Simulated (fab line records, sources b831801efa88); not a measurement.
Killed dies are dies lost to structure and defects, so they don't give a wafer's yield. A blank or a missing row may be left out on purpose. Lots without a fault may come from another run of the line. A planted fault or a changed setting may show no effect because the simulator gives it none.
fab line records | flow sky130
record lots=6 wafers=17 last_day=49
route steps=708 shown LI_CONTACT@369 PAD_OPEN@708
lots that met no fault: from a run of the same line without faults
start_h: hours from the record's first day to the start of the lot's first wafer shown | wait_h: hours since the lot's step before | " the same as in the row above | L1.1+2: a row that stands for several wafers | - no value, or no start given | * or withheld: withheld | < > ~ a bound
route shown NAME@n: a module of which the file shows steps, and the number in the route of the first | usual: mean/standard deviation of fault-free wafers | same: alike in all rows | chamber/n: place in a boat | sites: the reading at each site | _std_site: their standard deviation | _edge_site: outer sites' mean less inner sites' | radius_mm: how far each site lies from the wafer's centre | mask NAME#n: copy n | behind: the tool/chamber that last shaped the wafer | hold: why the lot was held/for how many hours/how that ended | device: the transistor (n, p or np) that didn't switch | end of line: the same wafers' tests at the end of the route | a step without rows: its recipe alone | killed: dies lost to structure and defects at the first sort, not the wafer's yield | map: a wafer's dies, x killed, . not, _ none there
set.NAME: the setting as run; set.NAME@STEP: as run at that earlier step | model.NAME: the simulator's own value behind a step, which no gauge read
lots at some steps of the route; a table a step, a row a wafer
services: from which hour (start_h, from the record's first day; less than 0 if before it) a tool's chamber was out of use, for how many hours, and why
## steps
# step SKY_LI_CONTACT_COAT_07
# recipe resist=KrF-thick spin_rpm=3000 resist_thk_nm=450
# step SKY_LI_CONTACT_SOFTBAKE_08
# recipe temp_c=100 time_s=90 resist=KrF-thick
# step SKY_LI_CONTACT_EXPOSE_09
# recipe mask_id=LICM1 na=0.8 source_shape=annular sigma_inner=0.55 sigma_outer=0.85 target_cd_nm=170 dose_mj=38
# step SKY_LI_CONTACT_PEB_10
# recipe peb_temp_c=withheld peb_time_s=withheld resist=KrF-thick
# step SKY_LI_CONTACT_DEVELOP_11
# recipe develop_time_s=60 resist=KrF-thick dev_temp_c=21
# step SKY_LI_CONTACT_CD_MEAS_12
# recipe target_cd_nm=170
# usual cd_nm=170.4/1.3
# columns lot.wafer tool chamber start_h wait_h cd_nm
L261.3 cd_sem-01 - 713.93 - 170.1
L261.4 " - " " 171.9
L261.6 " - " " 171.1
L265.3 cd_sem-02 - 736.64 - 171.4
L265.4 " - " " 170.5
L267.3 cd_sem-02 - 749.09 - 169.4
L267.4 " - " " 169.1
L267.6 " - " " 168.8
L272.1 cd_sem-02 - 793.60 - 173.2
L272.3 " - " " 173.5
L272.6 " - " " 173.6
L274.2 cd_sem-01 - 809.37 - 170.0
L274.4 " - " " 170.6
L274.5 " - " " 172.1
L278.1 cd_sem-02 - 830.74 - 171.9
L278.4 " - " " 171.7
L278.5 " - " " 171.2
# step SKY_LI_CONTACT_OVL_MEAS_13
# usual LI_CONTACT_OVL=-4/5.5
# columns lot.wafer tool chamber start_h wait_h LI_CONTACT_OVL[nm]
L261.3 overlay-01 - 714.03 0.1 -20
L261.4 " - " " -10
L261.6 " - " " -9
L265.3 overlay-02 - 736.73 0.1 -8
L265.4 " - " " -6
L267.3 overlay-02 - 749.18 0.1 -4
L267.4 " - " " 3
L267.6 " - " " -3
L272.1 overlay-01 - 793.72 0.1 -2
L272.3 " - " " -7
L272.6 " - " " -1
L274.2 overlay-02 - 809.48 0.1 -9
L274.4 " - " " -7
L274.5 " - " " 0
L278.1 overlay-01 - 830.86 0.1 -10
L278.4 " - " " -8
L278.5 " - " " -14
# step SKY_LI_CONTACT_ETCH_14
# recipe chemistry=N2/H2 target=BARC ion_energy_ev=200 source_w=500 bias_w=100 pressure_mtorr=30 n2_flow_sccm=100 h2_flow_sccm=200 stop_on=SiO2 time_s=45.9 target_depth_a=600
# usual drypump_motor_current_A=5.8/0.49 n2_flow_sccm=100.0/0.31 oes_product_au=0.855/0.0047 throttle_valve_pct=13.225/0.0092
# columns lot.wafer tool chamber start_h wait_h drypump_motor_current_A n2_flow_sccm oes_product_au rf_hours_counter_h throttle_valve_pct
L261.3 rie_diel-03 2 714.05 0.0 6.4 99.8 0.863 13 13.228
L261.4 " 0 " " 6.0 99.7 0.856 5 13.227
L261.6 " 1 " " 5.3 100.3 0.851 - 13.232
L265.3 rie_diel-04 2 736.76 0.0 5.7 100.2 0.861 10 13.217
L265.4 " 1 " " 6.0 99.8 0.859 4 13.212
L267.3 rie_diel-01 3 749.21 0.0 6.4 99.8 0.858 31 13.227
L267.4 " 3 " " 6.4 100.2 0.849 - 13.218
L267.6 " 2 " " 5.3 99.9 0.848 - 13.218
L272.1 rie_diel-04 3 793.76 0.0 5.4 99.9 0.844 14 13.218
L272.3 " 1 " " 5.9 99.8 0.854 5 13.245
L272.6 " 3 " " 5.4 99.8 0.859 - 13.224
L274.2 rie_diel-01 0 809.51 0.0 5.8 100.1 0.848 2 13.252
L274.4 " 3 " " 6.3 99.6 0.851 33 13.232
L274.5 " 2 " " 5.2 100.2 0.854 - 13.216
L278.1 rie_diel-01 2 830.90 0.0 5.3 100.5 0.862 13 13.223
L278.4 " 0 " " 5.7 100.1 0.860 - 13.221
L278.5 " 1 " " 6.4 99.9 0.853 - 13.231
# step SKY_LI_CONTACT_ETCH_15
# recipe target=PSG chemistry=C4F8/O2/Ar stop_on=Si taper_deg=4.15 mask_material=KrF-thick source_w=1500 bias_w=1200 pressure_mtorr=40 c4f8_flow_sccm=withheld O2_flow_sccm=6 Ar_flow_sccm=300 time_s=withheld target_depth_a=6000
# usual oes_product_au=0.837/0.0042
# columns lot.wafer tool chamber start_h wait_h oes_product_au
L261.3 rie_diel-03 2 714.09 0.0 0.839
L261.4 " 0 " " 0.841
L261.6 " 1 " " 0.843
L265.3 rie_diel-04 2 736.80 0.0 0.831
L265.4 " 1 " " 0.836
L267.3 rie_diel-01 3 749.25 0.0 0.840
L267.4 " 3 " " 0.839
L267.6 " 2 " " 0.838
L272.1 rie_diel-04 3 793.80 0.0 0.828
L272.3 " 1 " " 0.835
L272.6 " 3 " " 0.840
L274.2 rie_diel-01 0 809.55 0.0 0.842
L274.4 " 3 " " 0.835
L274.5 " 2 " " 0.834
L278.1 rie_diel-01 2 830.94 0.0 0.829
L278.4 " 0 " " 0.837
L278.5 " 1 " " 0.839
# step SKY_LI_CONTACT_STRIP_16
# recipe chemistry=O2/N2 power_w=1400 pressure_mtorr=1500 platen_temp_c=withheld o2_flow_sccm=3000 n2_flow_sccm=300 overash_fraction=0.5
# usual drypump_motor_current_A=5.76/0.27 n2_flow_sccm=300.2/0.9 oes_product_au=0.376/0.0047 strip_time_to_endpoint_s=3.51/0.04
# columns lot.wafer tool chamber start_h wait_h drypump_motor_current_A n2_flow_sccm oes_product_au rf_hours_counter_h strip_time_to_endpoint_s
L261.3 plasma_asher-02 1 714.21 - 6.04 298.9 0.381 - 3.53
L261.4 " 0 " " 5.80 300.1 0.376 - 3.51
L261.6 " 0 " " 5.80 299.6 0.379 - 3.49
L265.3 plasma_asher-03 0 736.92 - 5.80 300.2 0.377 - 3.48
L265.4 " 1 " " 5.68 300.7 0.375 - 3.45
L267.3 plasma_asher-02 1 749.37 - 6.10 298.9 0.380 - 3.48
L267.4 " 0 " " 5.79 299.1 0.371 - 3.48
L267.6 " 0 " " 5.79 300.1 0.379 - 3.53
L272.1 plasma_asher-04 0 793.89 - 6.01 302.3 0.373 89 3.44
L272.3 " 1 " " 5.29 300.4 0.370 - 3.48
L272.6 " 1 " " 5.29 301.0 0.370 - 3.44
L274.2 plasma_asher-04 0 809.64 - 6.00 300.1 0.375 91 3.55
L274.4 " 1 " " 5.27 301.1 0.381 - 3.52
L274.5 " 1 " " 5.25 300.5 0.378 - 3.59
L278.1 plasma_asher-04 1 831.03 - 5.29 299.7 0.383 93 3.58
L278.4 " 1 " " 5.28 301.1 0.384 - 3.55
L278.5 " 0 " " 6.02 300.9 0.380 - 3.54
# step SKY_LI_CONTACT_CLEAN_17
# recipe chemistry=NMP time_s=600 temp_c=60 dry=n2_spin
# step SKY_LI_CONTACT_PRE_CLEAN_18
# recipe gas=Ar time_s=5.6 bias_v=358
# step SKY_LI_CONTACT_SPUTTER_19
# recipe material=Ti target_thk_nm=20 chamber_pressure_pa=5 power_w=2500 substrate_temp_c=200 time_s=106.37
# usual cathode_dc_power_W=2500.0/0.43 chamber_pressure_pa=5.002/0.011 throttle_valve_pct=30.4/0.97
# columns lot.wafer tool chamber start_h wait_h cathode_dc_power_W chamber_pressure_pa throttle_valve_pct model.Ti_of_LI_CONTACT_SPUTTER_19.thk_nm
L261.3 pvd_sputter-03 - 714.49 0.0 2499.4 5.001 30.4 20.35
L261.4 " - " " 2500.1 5.001 31.9 20.25
L261.6 " - " " 2500.0 4.993 31.8 20.15
L265.3 pvd_sputter-04 - 737.20 0.0 2499.2 4.992 29.4 20.23
L265.4 " - " " 2499.8 4.995 30.7 21.38
L267.3 pvd_sputter-04 - 749.80 0.0 2500.0 4.994 30.8 19.75
L267.4 " - " " 2501.3 4.996 30.3 20.83
L267.6 " - " " 2500.4 5.008 29.1 21.34
L272.1 pvd_sputter-03 - 794.20 0.0 2499.9 5.012 31.1 20
L272.3 " - " " 2500.1 4.990 31.8 19.82
L272.6 " - " " 2500.2 5.005 31.0 19.96
L274.2 pvd_sputter-03 - 809.95 0.0 2500.5 5.007 31.7 20.33
L274.4 " - " " 2500.0 4.997 30.6 20.34
L274.5 " - " " 2499.7 4.988 31.7 20.13
L278.1 pvd_sputter-04 - 831.53 0.0 2499.3 5.002 31.2 19.95
L278.4 " - " " 2500.5 5.013 30.9 20.14
L278.5 " - " " 2500.3 4.992 31.2 20.03
# step SKY_LI_CONTACT_SPUTTER_20
# recipe material=TiN target_thk_nm=20 chamber_pressure_pa=5 power_w=4000 time_s=80
# usual cathode_dc_power_W=3999.9/0.67 chamber_pressure_pa=5.001/0.012 throttle_valve_pct=30.4/0.96
# columns lot.wafer tool chamber start_h wait_h cathode_dc_power_W chamber_pressure_pa throttle_valve_pct
L261.3 pvd_sputter-03 - 714.56 0.0 3999.3 4.998 30.7
L261.4 " - " " 4000.3 4.995 31.7
L261.6 " - " " 4001.0 5.016 31.5
L265.3 pvd_sputter-04 - 737.27 0.0 3999.3 5.000 29.1
L265.4 " - " " 4000.0 5.000 30.9
L267.3 pvd_sputter-04 - 749.88 0.0 3999.9 4.999 30.7
L267.4 " - " " 3999.5 5.021 30.6
L267.6 " - " " 3999.9 4.989 29.2
L272.1 pvd_sputter-03 - 794.27 0.0 3999.3 4.996 31.2
L272.3 " - " " 4000.1 5.001 31.7
L272.6 " - " " 3999.4 4.994 30.9
L274.2 pvd_sputter-03 - 810.02 0.0 4000.5 4.996 31.8
L274.4 " - " " 3999.5 5.000 30.4
L274.5 " - " " 4000.3 5.020 31.5
L278.1 pvd_sputter-04 - 831.61 0.0 3999.9 4.990 31.1
L278.4 " - " " 4000.2 4.991 30.9
L278.5 " - " " 4000.2 4.989 30.8
# step SKY_PAD_OPEN_PROBE_99
# usual killed_at_M0_to_M3=43/6.8 killed_at_M4_up=3.2/1.7 killed_at_contacts=24/5.7 killed_at_front_end=16/4.3 killed_at_other=0.3/0.56 killed_dies=86/9.5 killed_open=47/6.9 killed_short=39/5.8
# same gross_dies=492 killed_at_back_side=0
# columns lot.wafer tool chamber start_h wait_h killed_at_M0_to_M3 killed_at_M4_up killed_at_contacts killed_at_front_end killed_at_other killed_dies killed_open killed_short
L272.1 prober-02 - 1158.67 0.1 45 3 27 9 0 84 46 38
L272.3 prober-02 - 1158.77 0.2 42 3 25 10 0 80 50 30
L272.6 prober-02 - 1158.92 0.2 40 4 20 24 0 88 47 41
L274.2 prober-02 - 1171.87 0.1 48 4 26 12 1 91 45 45
L274.4 prober-02 - 1171.97 0.2 36 3 39 15 0 93 50 43
L274.5 prober-02 - 1172.02 0.2 52 4 30 11 0 97 53 44
# killed by level:class
L272.1 VIA1:geometric_particle:open=14 VIA3:geometric_particle:open=8 LI_CONTACT:geometric_particle:open=7 VIA1:geometric_particle:short=7 CONTACT:geometric_particle:open=6 CONTACT:geometric_particle:short=5 LOCAL_INTERCONNECT:geometric_particle:short=5 FIELD_ISO:geometric_particle:short=4
L272.3 VIA1:geometric_particle:open=18 CONTACT:geometric_particle:open=13 LOCAL_INTERCONNECT:geometric_particle:short=6 VIA3:geometric_particle:open=5 LI_CONTACT:geometric_particle:open=4 VIA1:geometric_particle:short=4 FIELD_ISO:geometric_particle:short=3 POLY_GATE:geometric_particle:open=3
L272.6 CONTACT:geometric_particle:open=11 VIA1:geometric_particle:open=9 FIELD_ISO:geometric_particle:short=7 METAL2:geometric_particle:short=6 VIA2:geometric_particle:open=6 FIELD_ISO:geometric_particle:open=5 LOCAL_INTERCONNECT:geometric_particle:short=5 METAL3:geometric_particle:short=5
L274.2 CONTACT:geometric_particle:open=8 VIA2:geometric_particle:open=8 VIA1:geometric_particle:open=7 LI_CONTACT:geometric_particle:open=7 METAL2:geometric_particle:short=7 METAL3:geometric_particle:short=7 VIA2:geometric_particle:short=6 METAL1:geometric_particle:short=5
L274.4 CONTACT:geometric_particle:open=15 VIA3:geometric_particle:open=7 LI_CONTACT:geometric_particle:open=6 LOCAL_INTERCONNECT:geometric_particle:short=6 CONTACT:geometric_particle:short=6 VIA1:geometric_particle:open=6 POLY_GATE:geometric_particle:open=5 LI_CONTACT:geometric_particle:short=5
L274.5 CONTACT:geometric_particle:open=14 VIA3:geometric_particle:open=12 VIA1:geometric_particle:short=10 LI_CONTACT:geometric_particle:open=8 VIA1:geometric_particle:open=6 VIA2:geometric_particle:open=6 METAL3:geometric_particle:short=5 CONTACT:geometric_particle:short=5
## services
# columns tool chamber start_h hours kind
rie_diel-04 2 692.67 9.4 repair
plasma_asher-03 - 712.87 3.2 repair
rie_diel-04 - 729.41 0.3 repair
rie_diel-01 0 745.42 - clean
rie_diel-01 0 745.42 14.9 scheduled_down
rie_diel-01 0 745.42 14.9 vent_cycle
rie_diel-03 2 746.47 7.1 repair
rie_diel-03 - 757.53 4.3 pm
rie_diel-04 0 771.80 8.2 repair
rie_diel-03 2 778.82 1.6 repair
plasma_asher-03 - 783.87 0.4 repair
rie_diel-01 2 791.27 10.2 repair
rie_diel-03 - 798.36 14.6 pm
rie_diel-04 0 810.69 2.5 repair
rie_diel-04 0 813.15 - clean
rie_diel-04 0 813.15 21.8 scheduled_down
plasma_asher-02 - 813.28 2.8 pm
rie_diel-01 3 816.48 - clean
rie_diel-01 3 816.48 19.5 scheduled_down
rie_diel-01 3 816.48 19.5 vent_cycle
pvd_sputter-04 2 830.43 - consumable_replace:kit
pvd_sputter-04 2 830.43 18.0 scheduled_down
pvd_sputter-04 2 830.43 18.0 vent_cycle
pvd_sputter-03 - 830.85 1.2 repair
## key
first_sign none at tools or gauges
model_effect step=SKY_LI_CONTACT_SPUTTER_19 value=Ti_of_LI_CONTACT_SPUTTER_19.thk_nm without=19.86 struck=21.18
met_at SKY_LI_CONTACT_SPUTTER_19
struck_wafers L265.4,L267.4,L267.6
tester_left_out L265,L267
fault kind=process_parameter_drift tool=pvd_sputter-04 chamber=- onset_h=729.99 steps=SKY_LI_CONTACT_SPUTTER_19 channel=target_thk_nm offset=1.3255 shape=step end_h=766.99 scope=struck_wafers_only acts_in=these_recipes_only stated=20
# tester_left_out: of these lots the tester's yield and bins aren't shown, on N5 and GAA mostly nor the transistor test; their killed dies are dies lost to structure and defects alone, not to doping, threshold or leakage, so they don't give the yield
